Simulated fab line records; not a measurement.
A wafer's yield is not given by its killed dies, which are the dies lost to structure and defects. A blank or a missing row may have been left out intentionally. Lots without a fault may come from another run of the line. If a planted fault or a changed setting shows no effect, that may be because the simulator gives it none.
fab line records	flow gf180mcu
record: lots: 24	wafers: 72	last-day: 34
route steps=602 shown LVPWELL@61 POLY_GATE@175 HV_LDD@184 V2@396 M3@411 V5@563
lots that met no fault: from a run of the same line without faults
start-h: hours from the record's first day to the start of the lot's first wafer shown	wait-h: hours elapsed since this lot's preceding step	" identical to the entry in the row above	L1.1+2: several wafers, shown together as one row	- value missing, or start not given	* or withheld: withheld	< > ~ a bound
route shown NAME@n: NAME is a module with steps in the file, n the number in the route of the first one	usual: mean and standard deviation over wafers with no fault	same: alike in all rows	chamber/n: place in a boat	sites: readings site by site	_std_site: standard deviation across them	_edge_site: the outer-site mean with the inner-site mean subtracted	radius-mm: for every site, how far away it sits from the centre of the wafer	mask NAME#n: copy n	behind: the most recent tool/chamber to have shaped the wafer	hold: why the lot was held/for how many hours/how that ended	device: which transistor (n, p or np) failed to switch	end of line: the route-end tests of the same wafers	step lacking rows: just its recipe	killed: dies that structure and defects cost at the first sort, which is not the same as the wafer's yield	map: per-die view of a wafer (x killed, . not killed, _ where there is no die)
set.NAME: setting as actually run; set.NAME@STEP: the setting as run at that earlier step	model.NAME: the simulator's own value behind a step, which no gauge read
a sample of lots followed through the steps of the route, with each step as a table and each wafer as a row
services: when a tool's chamber went out of use (start-h, in hours from the record's first day, below 0 if earlier), for how many hours, and the reason
== steps ==
step: GF_LVPWELL_OVL_MEAS_07
usual: LVPWELL_OVL: 0.3/1.5
lot.wafer	tool	chamber	start-h	wait-h	LVPWELL_OVL[nm]
L074.4	overlay-01	-	69.78	-	-0.6
L074.5	"	-	"	"	0.6
L074.6	"	-	"	"	-0.4
L075.1	overlay-01	-	72.86	-	3.6
L075.2	"	-	"	"	2.0
L075.6	"	-	"	"	2.5
L076.1	overlay-01	-	81.01	-	-1.9
L076.3	"	-	"	"	-1.4
L076.4	"	-	"	"	-0.1
L077.2	overlay-01	-	83.91	-	-1.4
L077.3	"	-	"	"	-1.6
L077.5	"	-	"	"	0.8
L078.1	overlay-01	-	88.06	-	1.6
L078.2	"	-	"	"	1.5
L078.4	"	-	"	"	0.0
L079.1	overlay-02	-	96.31	-	-0.9
L079.3	"	-	"	"	2.2
L079.4	"	-	"	"	-1.5
L080.3	overlay-01	-	103.43	-	1.3
L080.5	"	-	"	"	2.1
L080.6	"	-	"	"	2.2
L081.2	overlay-01	-	113.71	-	-0.4
L081.5	"	-	"	"	-1.1
L081.6	"	-	"	"	-0.2
L082.2	overlay-01	-	120.11	-	-1.6
L082.4	"	-	"	"	-1.7
L082.5	"	-	"	"	-2.3
L083.1	overlay-02	-	120.80	-	-1.0
L083.2	"	-	"	"	-1.7
L083.6	"	-	"	"	-1.0
L084.1	overlay-01	-	130.81	-	-2.4
L084.3	"	-	"	"	-0.2
L084.6	"	-	"	"	-0.5
L085.1	overlay-01	-	138.05	-	-1.4
L085.3	"	-	"	"	0.6
L085.6	"	-	"	"	0.9
L086.3	overlay-01	-	142.42	-	-0.6
L086.5	"	-	"	"	0.8
L086.6	"	-	"	"	1.1
L088.1	overlay-02	-	152.86	-	0.5
L088.3	"	-	"	"	1.4
L088.6	"	-	"	"	1.8
L087.1	overlay-01	-	153.21	-	-0.1
L087.4	"	-	"	"	2.6
L087.6	"	-	"	"	2.3
L090.1	overlay-02	-	162.65	-	-1.0
L090.4	"	-	"	"	1.9
L090.5	"	-	"	"	0.8
L089.1	overlay-02	-	163.60	-	3.7
L089.3	"	-	"	"	2.6
L089.4	"	-	"	"	1.2
L091.2	overlay-01	-	167.76	-	1.0
L091.3	"	-	"	"	1.8
L091.6	"	-	"	"	0.6
L092.1	overlay-02	-	172.51	-	1.8
L092.2	"	-	"	"	2.7
L092.3	"	-	"	"	2.7
L093.1	overlay-01	-	180.21	-	-0.6
L093.3	"	-	"	"	-1.8
L093.6	"	-	"	"	-0.2
L094.1	overlay-01	-	185.15	-	0.2
L094.4	"	-	"	"	1.8
L094.5	"	-	"	"	1.6
L095.1	overlay-01	-	187.06	-	-1.7
L095.3	"	-	"	"	-0.8
L095.4	"	-	"	"	-1.9
L096.2	overlay-01	-	192.96	-	1.8
L096.4	"	-	"	"	3.3
L096.5	"	-	"	"	0.9
L097.1	overlay-02	-	198.80	-	-3.1
L097.2	"	-	"	"	-2.2
L097.6	"	-	"	"	-1.2
step: GF_POLY_GATE_CD_MEAS_18
usual: cd-nm: 279.6/1.7
lot.wafer	tool	chamber	start-h	wait-h	cd-nm
L074.4	cd-sem-01	-	202.91	0.1	282.1
L074.5	"	-	"	"	282.1
L074.6	"	-	"	"	281.0
L075.1	cd-sem-01	-	203.66	0.1	281.0
L075.2	"	-	"	"	281.8
L075.6	"	-	"	"	281.7
L076.1	cd-sem-01	-	209.18	0.1	280.0
L076.3	"	-	"	"	280.3
L076.4	"	-	"	"	280.6
L077.2	cd-sem-02	-	214.10	0.1	279.4
L077.3	"	-	"	"	277.9
L077.5	"	-	"	"	279.7
L078.1	cd-sem-02	-	219.59	0.1	280.0
L078.2	"	-	"	"	280.1
L078.4	"	-	"	"	279.4
L079.1	cd-sem-01	-	232.60	0.1	278.9
L079.3	"	-	"	"	279.6
L079.4	"	-	"	"	277.7
L080.3	cd-sem-01	-	240.38	0.1	278.0
L080.5	"	-	"	"	283.5
L080.6	"	-	"	"	280.0
L081.2	cd-sem-02	-	252.47	0.1	280.9
L081.5	"	-	"	"	278.6
L081.6	"	-	"	"	278.5
L082.2	cd-sem-01	-	263.78	0.1	278.7
L082.4	"	-	"	"	280.4
L082.5	"	-	"	"	281.6
L083.1	cd-sem-02	-	264.98	0.1	280.9
L083.2	"	-	"	"	281.6
L083.6	"	-	"	"	281.1
L084.1	cd-sem-02	-	275.82	0.1	278.4
L084.3	"	-	"	"	279.4
L084.6	"	-	"	"	279.7
L085.1	cd-sem-02	-	286.40	0.1	278.3
L085.3	"	-	"	"	277.4
L085.6	"	-	"	"	278.0
L086.3	cd-sem-02	-	293.25	0.1	278.5
L086.5	"	-	"	"	280.0
L086.6	"	-	"	"	278.2
L087.1	cd-sem-01	-	303.93	0.1	279.4
L087.4	"	-	"	"	279.3
L087.6	"	-	"	"	277.5
L088.1	cd-sem-01	-	306.23	0.1	281.9
L088.3	"	-	"	"	283.9
L088.6	"	-	"	"	277.7
L090.1	cd-sem-02	-	314.98	0.1	275.9
L090.4	"	-	"	"	280.5
L090.5	"	-	"	"	275.8
L089.1	cd-sem-01	-	319.23	0.1	278.4
L089.3	"	-	"	"	279.3
L089.4	"	-	"	"	283.7
L091.2	cd-sem-02	-	322.85	0.1	282.4
L091.3	"	-	"	"	282.6
L091.6	"	-	"	"	281.3
L092.1	cd-sem-02	-	333.34	0.1	279.6
L092.2	"	-	"	"	281.5
L092.3	"	-	"	"	278.6
L093.1	cd-sem-02	-	340.22	0.1	278.3
L093.3	"	-	"	"	280.4
L093.6	"	-	"	"	278.6
L094.1	cd-sem-01	-	344.31	0.1	276.0
L094.4	"	-	"	"	277.6
L094.5	"	-	"	"	276.9
L095.1	cd-sem-02	-	348.02	0.1	278.4
L095.3	"	-	"	"	278.5
L095.4	"	-	"	"	278.9
L096.2	cd-sem-02	-	359.25	0.1	280.2
L096.4	"	-	"	"	277.8
L096.5	"	-	"	"	280.2
L097.1	cd-sem-02	-	366.33	0.1	280.4
L097.2	"	-	"	"	279.9
L097.6	"	-	"	"	278.3
step: GF_HV_LDD_OVL_MEAS_08
usual: HV_LDD_OVL: 0.3/1.4
lot.wafer	tool	chamber	start-h	wait-h	HV_LDD_OVL[nm]
L074.4	overlay-02	-	221.14	0.1	0.9
L074.5	"	-	"	"	-1.2
L074.6	"	-	"	"	2.6
L075.1	overlay-01	-	221.77	0.1	0.1
L075.2	"	-	"	"	-1.1
L075.6	"	-	"	"	-0.4
L076.1	overlay-01	-	226.67	0.1	0.2
L076.3	"	-	"	"	0.6
L076.4	"	-	"	"	-0.3
L077.2	overlay-01	-	231.23	0.1	0.9
L077.3	"	-	"	"	-0.2
L077.5	"	-	"	"	0.1
L078.1	overlay-01	-	237.54	0.1	2.4
L078.2	"	-	"	"	0.0
L078.4	"	-	"	"	1.9
L079.1	overlay-01	-	250.83	0.1	0.5
L079.3	"	-	"	"	2.0
L079.4	"	-	"	"	0.2
L080.3	overlay-01	-	259.24	0.1	-3.7
L080.5	"	-	"	"	-2.4
L080.6	"	-	"	"	-3.3
L081.2	overlay-01	-	270.98	0.1	0.9
L081.5	"	-	"	"	1.3
L081.6	"	-	"	"	2.5
L082.2	overlay-01	-	282.73	0.1	1.8
L082.4	"	-	"	"	1.3
L082.5	"	-	"	"	0.1
L083.1	overlay-01	-	283.92	0.1	-0.8
L083.2	"	-	"	"	1.8
L083.6	"	-	"	"	1.2
L084.1	overlay-02	-	294.73	0.1	0.0
L084.3	"	-	"	"	2.1
L084.6	"	-	"	"	1.4
L085.1	overlay-02	-	306.47	0.1	-2.6
L085.3	"	-	"	"	-0.6
L085.6	"	-	"	"	-1.2
L086.3	overlay-01	-	313.44	0.1	-0.7
L086.5	"	-	"	"	-1.6
L086.6	"	-	"	"	-0.1
L087.1	overlay-01	-	324.22	0.1	2.1
L087.4	"	-	"	"	0.6
L087.6	"	-	"	"	2.5
L088.1	overlay-01	-	327.52	0.1	0.9
L088.3	"	-	"	"	-0.1
L088.6	"	-	"	"	-0.6
L090.1	overlay-01	-	336.22	0.1	2.1
L090.4	"	-	"	"	0.7
L090.5	"	-	"	"	-0.8
L089.1	overlay-01	-	339.72	0.1	0.9
L089.3	"	-	"	"	0.4
L089.4	"	-	"	"	0.4
L091.2	overlay-01	-	342.88	0.1	3.5
L091.3	"	-	"	"	2.1
L091.6	"	-	"	"	3.3
L092.1	overlay-02	-	354.77	0.1	-0.6
L092.2	"	-	"	"	0.2
L092.3	"	-	"	"	1.9
L093.1	overlay-02	-	362.12	0.1	-0.8
L093.3	"	-	"	"	-1.8
L093.6	"	-	"	"	0.5
L094.1	overlay-02	-	366.27	0.1	-1.8
L094.4	"	-	"	"	-0.1
L094.5	"	-	"	"	-2.4
L095.1	overlay-02	-	370.02	0.1	1.8
L095.3	"	-	"	"	-2.0
L095.4	"	-	"	"	-2.6
L096.2	overlay-01	-	381.53	0.1	0.7
L096.4	"	-	"	"	-0.6
L096.5	"	-	"	"	-0.8
L097.1	overlay-01	-	388.77	0.1	1.6
L097.2	"	-	"	"	1.9
L097.6	"	-	"	"	2.0
step: GF_V2_CD_MEAS_14
recipe: target-cd-nm: 260
usual: cd-nm: 259.8/1.1
lot.wafer	tool	chamber	start-h	wait-h	cd-nm
L074.4	cd-sem-01	-	465.26	0.1	259.2
L074.5	"	-	"	"	259.7
L074.6	"	-	"	"	259.7
L075.1	cd-sem-02	-	470.70	0.1	263.0
L075.2	"	-	"	"	261.2
L075.6	"	-	"	"	262.2
L076.1	cd-sem-01	-	475.75	0.1	261.2
L076.3	"	-	"	"	260.0
L076.4	"	-	"	"	259.4
L077.2	cd-sem-01	-	484.67	0.1	257.9
L077.3	"	-	"	"	258.7
L077.5	"	-	"	"	259.2
L078.1	cd-sem-02	-	488.10	0.1	260.8
L078.2	"	-	"	"	260.7
L078.4	"	-	"	"	261.2
L079.1	cd-sem-02	-	504.40	0.1	258.1
L079.3	"	-	"	"	259.7
L079.4	"	-	"	"	260.2
L080.3	cd-sem-02	-	516.31	0.2	259.5
L080.5	"	-	"	"	259.3
L080.6	"	-	"	"	259.0
L081.2	cd-sem-02	-	530.27	0.1	259.5
L081.5	"	-	"	"	259.7
L081.6	"	-	"	"	260.0
L082.2	cd-sem-01	-	541.97	0.1	260.2
L082.4	"	-	"	"	259.5
L082.5	"	-	"	"	261.2
L083.1	cd-sem-02	-	547.25	0.1	259.0
L083.2	"	-	"	"	258.7
L083.6	"	-	"	"	258.6
L084.1	cd-sem-01	-	556.25	0.1	261.8
L084.3	"	-	"	"	260.4
L084.6	"	-	"	"	260.1
L085.1	cd-sem-02	-	568.90	0.1	260.5
L085.3	"	-	"	"	260.9
L085.6	"	-	"	"	260.7
L086.3	cd-sem-02	-	576.31	0.2	260.2
L086.5	"	-	"	"	259.3
L086.6	"	-	"	"	260.8
L087.1	cd-sem-01	-	589.65	0.1	259.4
L087.4	"	-	"	"	259.1
L087.6	"	-	"	"	258.9
L088.1	cd-sem-02	-	594.70	0.1	259.3
L088.3	"	-	"	"	260.7
L088.6	"	-	"	"	260.1
L090.1	cd-sem-02	-	599.50	0.1	259.0
L090.4	"	-	"	"	258.6
L090.5	"	-	"	"	260.5
L091.2	cd-sem-01	-	608.27	0.1	259.0
L091.3	"	-	"	"	257.6
L091.6	"	-	"	"	258.5
L089.1	cd-sem-01	-	609.85	0.1	258.4
L089.3	"	-	"	"	258.9
L089.4	"	-	"	"	258.0
L092.1	cd-sem-02	-	615.65	0.1	260.5
L092.2	"	-	"	"	260.2
L092.3	"	-	"	"	260.6
L093.1	cd-sem-02	-	624.55	0.1	260.4
L093.3	"	-	"	"	259.9
L093.6	"	-	"	"	259.3
L094.1	cd-sem-02	-	628.90	0.1	258.9
L094.4	"	-	"	"	258.0
L094.5	"	-	"	"	260.0
L095.1	cd-sem-02	-	630.15	0.1	258.9
L095.3	"	-	"	"	258.9
L095.4	"	-	"	"	259.2
L096.2	cd-sem-02	-	640.77	0.1	259.3
L096.4	"	-	"	"	259.5
L096.5	"	-	"	"	259.8
L097.1	cd-sem-02	-	653.10	0.1	261.2
L097.2	"	-	"	"	260.7
L097.6	"	-	"	"	259.7
step: GF_M3_SPUTTER_02
recipe: material: AlCu	target-thk-nm: 450	power-w: 10600	time-s: 23.9	chamber-pressure-pa: 0.4
usual: throttle-valve-pct: 30.6/0.89
lot.wafer	tool	chamber	start-h	wait-h	throttle-valve-pct
L074.4	pvd-sputter-04	-	466.85	0.0	30.5
L074.5	"	-	"	"	32.3
L074.6	"	-	"	"	30.5
L075.1	pvd-sputter-02	-	472.35	0.0	30.6
L075.2	"	-	"	"	30.5
L075.6	"	-	"	"	30.9
L076.1	pvd-sputter-02	-	477.61	0.0	30.4
L076.3	"	-	"	"	30.8
L076.4	"	-	"	"	30.5
L077.2	pvd-sputter-02	-	486.48	0.0	30.7
L077.3	"	-	"	"	30.5
L077.5	"	-	"	"	30.7
L078.1	pvd-sputter-02	-	489.84	0.0	31.1
L078.2	"	-	"	"	30.7
L078.4	"	-	"	"	30.5
L079.1	pvd-sputter-04	-	506.04	0.0	28.9
L079.3	"	-	"	"	30.3
L079.4	"	-	"	"	30.3
L080.3	pvd-sputter-02	-	517.93	0.0	30.4
L080.5	"	-	"	"	30.9
L080.6	"	-	"	"	30.6
L081.2	pvd-sputter-02	-	532.02	0.0	30.5
L081.5	"	-	"	"	30.4
L081.6	"	-	"	"	30.8
L082.2	pvd-sputter-02	-	543.62	0.0	30.5
L082.4	"	-	"	"	31.1
L082.5	"	-	"	"	30.8
L083.1	pvd-sputter-02	-	548.89	0.0	30.4
L083.2	"	-	"	"	31.0
L083.6	"	-	"	"	30.8
L084.1	pvd-sputter-04	-	557.92	0.0	30.6
L084.3	"	-	"	"	29.1
L084.6	"	-	"	"	30.4
L085.1	pvd-sputter-04	-	570.58	0.0	30.4
L085.3	"	-	"	"	28.9
L085.6	"	-	"	"	32.2
L086.3	pvd-sputter-02	-	577.93	0.0	30.5
L086.5	"	-	"	"	30.3
L086.6	"	-	"	"	30.5
L087.1	pvd-sputter-04	-	591.30	0.0	28.9
L087.4	"	-	"	"	32.1
L087.6	"	-	"	"	30.3
L088.1	pvd-sputter-02	-	596.34	0.0	30.8
L088.3	"	-	"	"	30.2
L088.6	"	-	"	"	30.6
L090.1	pvd-sputter-04	-	601.14	0.0	32.2
L090.4	"	-	"	"	30.5
L090.5	"	-	"	"	32.4
L091.2	pvd-sputter-04	-	609.92	0.0	32.5
L091.3	"	-	"	"	30.2
L091.6	"	-	"	"	28.9
L089.1	pvd-sputter-01	-	611.50	0.0	29.2
L089.3	"	-	"	"	30.2
L089.4	"	-	"	"	28.2
L092.1	pvd-sputter-04	-	617.29	0.0	30.2
L092.2	"	-	"	"	29.1
L092.3	"	-	"	"	32.3
L093.1	pvd-sputter-02	-	626.21	0.0	30.6
L093.3	"	-	"	"	31.0
L093.6	"	-	"	"	30.3
L094.1	pvd-sputter-04	-	630.88	0.0	30.8
L094.4	"	-	"	"	32.5
L094.5	"	-	"	"	30.4
L095.1	pvd-sputter-02	-	632.23	0.0	30.6
L095.3	"	-	"	"	30.6
L095.4	"	-	"	"	30.8
L096.2	pvd-sputter-02	-	642.48	0.0	30.8
L096.4	"	-	"	"	30.8
L096.5	"	-	"	"	30.4
L097.1	pvd-sputter-01	-	654.75	0.0	30.1
L097.2	"	-	"	"	29.2
L097.6	"	-	"	"	28.4
step: GF_V5_CVD_23
recipe: material: W	target-thk-nm: 350	time-s: 104.9	temp-c: 400	pressure-torr: 40
usual: heater-power-w: 824/89
lot.wafer	tool	chamber	start-h	wait-h	heater-power-w
L074.4	cvd-w-01	0	629.43	0.1	694
L074.5	"	1	"	"	810
L074.6	"	0	"	"	682
L076.1	cvd-w-02	1	639.79	0.0	854
L076.3	"	0	"	"	920
L076.4	"	1	"	"	832
L077.2	cvd-w-02	0	648.38	0.0	906
L077.3	"	0	"	"	937
L077.5	"	1	"	"	848
L078.1	cvd-w-02	1	649.50	0.0	854
L078.2	"	0	"	"	917
L078.4	"	0	"	"	954
L079.1	cvd-w-01	1	661.92	0.0	802
L079.3	"	0	"	"	693
L079.4	"	1	"	"	829
L080.3	cvd-w-02	0	672.89	0.1	932
L080.5	"	0	"	"	918
L080.6	"	1	"	"	842
L081.2	cvd-w-02	1	684.90	0.0	853
L081.5	"	1	"	"	841
L081.6	"	0	"	"	926
L082.2	cvd-w-02	0	695.14	0.0	916
L082.4	"	1	"	"	855
L082.5	"	1	"	"	874
L083.1	cvd-w-01	1	699.54	0.0	823
L083.2	"	0	"	"	668
L083.6	"	0	"	"	692
L075.1	cvd-w-02	1	704.93	0.0	844
L075.2	"	0	"	"	927
L075.6	"	0	"	"	922
L084.1	cvd-w-01	0	707.19	0.0	692
L084.3	"	1	"	"	819
L084.6	"	1	"	"	838
L085.1	cvd-w-02	0	718.31	0.0	941
L085.3	"	0	"	"	947
L085.6	"	1	"	"	844
L086.3	cvd-w-01	1	723.06	0.1	815
L086.5	"	0	"	"	689
L086.6	"	1	"	"	842
L087.1	cvd-w-02	1	735.59	0.0	857
L087.4	"	0	"	"	916
L087.6	"	1	"	"	860
L088.1	cvd-w-02	0	740.95	0.0	911
L088.3	"	1	"	"	828
L088.6	"	0	"	"	915
L090.1	cvd-w-02	0	744.72	0.0	954
L090.4	"	1	"	"	842
L090.5	"	1	"	"	830
L091.2	cvd-w-01	1	749.84	0.0	835
L091.3	"	0	"	"	677
L091.6	"	1	"	"	809
L089.1	cvd-w-01	0	751.39	0.0	700
L089.3	"	0	"	"	674
L089.4	"	1	"	"	822
L092.1	cvd-w-02	1	757.44	0.0	833
L092.2	"	0	"	"	959
L092.3	"	1	"	"	847
L093.1	cvd-w-02	1	764.20	0.0	875
L093.3	"	1	"	"	852
L093.6	"	0	"	"	935
L094.1	cvd-w-01	1	767.04	0.0	819
L094.4	"	0	"	"	667
L094.5	"	1	"	"	804
L095.1	cvd-w-01	1	768.69	0.0	810
L095.3	"	1	"	"	809
L095.4	"	0	"	"	687
L096.2	cvd-w-01	0	779.26	0.1	688
L096.4	"	0	"	"	710
L096.5	"	0	"	"	692
L097.1	cvd-w-01	1	787.14	0.0	822
L097.2	"	0	"	"	690
L097.6	"	0	"	"	680
== services ==
tool	chamber	start-h	hours	kind
cvd-w-01	1	475.90	9.9	repair
pvd-sputter-04	-	483.64	14.4	repair
cvd-w-01	-	512.52	0.7	repair
cvd-w-02	-	531.14	6.9	pm
pvd-sputter-02	-	539.27	1.1	repair
cvd-w-02	-	555.54	1.4	repair
pvd-sputter-01	-	563.22	1.0	repair
pvd-sputter-02	2	573.18	-	consumable-replace:kit
pvd-sputter-02	2	573.18	18.0	scheduled-down
pvd-sputter-02	2	573.18	18.0	vent-cycle
cvd-w-02	-	619.50	1.6	repair
pvd-sputter-02	-	646.42	1.2	repair
pvd-sputter-02	1	666.95	-	consumable-replace:kit
pvd-sputter-02	1	666.95	18.0	scheduled-down
pvd-sputter-02	1	666.95	18.0	vent-cycle
pvd-sputter-04	-	673.27	2.7	repair
pvd-sputter-01	-	673.84	2.4	repair
pvd-sputter-02	-	682.05	7.9	repair
pvd-sputter-04	-	707.95	14.7	repair
cvd-w-01	1	714.29	5.7	repair
cvd-w-02	0	723.41	3.7	repair
pvd-sputter-04	-	733.16	3.1	repair
pvd-sputter-01	-	755.67	7.6	repair
cvd-w-01	1	771.75	13.7	repair
== key ==
fault none
